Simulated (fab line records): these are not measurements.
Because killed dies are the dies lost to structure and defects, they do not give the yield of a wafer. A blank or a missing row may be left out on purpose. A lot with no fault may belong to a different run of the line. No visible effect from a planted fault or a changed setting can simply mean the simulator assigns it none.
A struck lot beside a sound one ; flow gf180mcu ; 15 out of 602 route steps
Sound: these wafers, L587.1, L587.4, L587.5. The struck wafers were L599.1, L599.3, L599.6. Last of all comes the cause.
For every step that has rows: the tool of each side, followed by ch and its chambers, followed by its first start. Under that, the readings that differ: sound wafers ; struck wafers ; difference of the means ; sigmas: that difference in standard deviations of wafers without a fault.
alike: readings with means less than 2 such deviations apart, plus words and numbers identical on both sides. not compared: withheld readings, readings lacking a value on some wafer, bounds such as >300 that could conceal the same value, and numbers that have no deviation in the record and whose values overlap.
A row with sigmas, a row that says differs or no value, or rows on one side alone: a step with any of these is where the two part. Numbers that don't overlap but have no deviation are shown without sigmas and don't part them. A reading that every wafer of one side lacks parts them only if that side has two wafers or more.

first, 2 steps without rows for these wafers: GF_V3_STRIP_19 (strips in post etch residue remover, time 1200 s); GF_V3_CLEAN_20 (cleans in DIW).
GF_V3_SPUTTER_21: material Ti, target thk 15 nm, time 80.02 s.
  sound on pvd_sputter-04, day 23 03:59; struck on pvd_sputter-02, day 27 11:18
  alike: cathode_dc_power_W, chamber_pressure_pa, throttle_valve_pct
then, 2 steps without rows for these wafers: GF_V3_SPUTTER_22 (material TiN, target thk 10 nm, time 40 s); GF_V3_CVD_23 (deposits W, target thk 350 nm, time 104.9 s).
GF_V3_RS_MEAS_24: the measuring method here is four-point-probe.
  sound on film_metro-03, day 23 04:11; struck on film_metro-01, day 27 11:31
  alike: V3_W_RS
GF_V3_THK_MEAS_25: measures by xrf.
  sound on film_metro-03, day 23 04:19; struck on film_metro-01, day 27 11:38
  alike: V3_W_THK
GF_V3_CMP_26: polishes, stops on SiO2, t overpolish 15 s, target thk 0 nm.
  sound on cmp-02 ch 2,3, day 23 04:22; struck on cmp-02 ch 0,1,2, day 27 11:47
  alike: head_pressure_psi, motor_current_A, overpolish_run_s, time_to_endpoint_s
GF_M4_SPUTTER_00: material Ti, target thk 37.5 nm, time 150 s.
  sound on pvd_sputter-02, day 23 04:40; struck on pvd_sputter-03, day 27 11:59
  alike: cathode_dc_power_W, chamber_pressure_pa, throttle_valve_pct
then, 1 step without rows for these wafers: GF_M4_SPUTTER_01 (material TiN, target thk 30 nm, time 25 s).
GF_M4_SPUTTER_02: material AlCu, target thk 450 nm, time 23.9 s.
  sound on pvd_sputter-02, day 23 04:48; struck on pvd_sputter-03, day 27 12:07
  alike: cathode_dc_power_W, chamber_pressure_pa, throttle_valve_pct
GF_M4_SPUTTER_03: material Ti, target thk 10 nm, time 6.7 s.
  sound on pvd_sputter-02, day 23 04:50; struck on pvd_sputter-03, day 27 12:09
  alike: cathode_dc_power_W, chamber_pressure_pa, throttle_valve_pct
GF_M4_SPUTTER_04: material TiN, target thk 50 nm, time 41.7 s.
  sound on pvd_sputter-02, day 23 04:51; struck on pvd_sputter-03, day 27 12:10
  no value came back on the struck wafers for cathode_dc_power_W (W), chamber_pressure_pa (Pa), throttle_valve_pct (%); on the sound wafers cathode_dc_power_W (W) reads 6499.0 6500.8 6500.5
GF_M4_THK_MEAS_06: measures by xrf.
  sound on film_metro-03, day 23 05:01; struck on film_metro-02, day 27 12:23
reading;sound;struck;difference;sigmas
M4_ALCU_THK (nm);460 447 452;497 500 498;+45;+7
then, 1 step without rows for these wafers: GF_M4_DEHYDRATE_07 (time 60 s).

== WHERE THEY PART ==
Earliest at GF_M4_SPUTTER_04; latest, in this record, at GF_M4_THK_MEAS_06.

WHY: what had been put in by the simulator
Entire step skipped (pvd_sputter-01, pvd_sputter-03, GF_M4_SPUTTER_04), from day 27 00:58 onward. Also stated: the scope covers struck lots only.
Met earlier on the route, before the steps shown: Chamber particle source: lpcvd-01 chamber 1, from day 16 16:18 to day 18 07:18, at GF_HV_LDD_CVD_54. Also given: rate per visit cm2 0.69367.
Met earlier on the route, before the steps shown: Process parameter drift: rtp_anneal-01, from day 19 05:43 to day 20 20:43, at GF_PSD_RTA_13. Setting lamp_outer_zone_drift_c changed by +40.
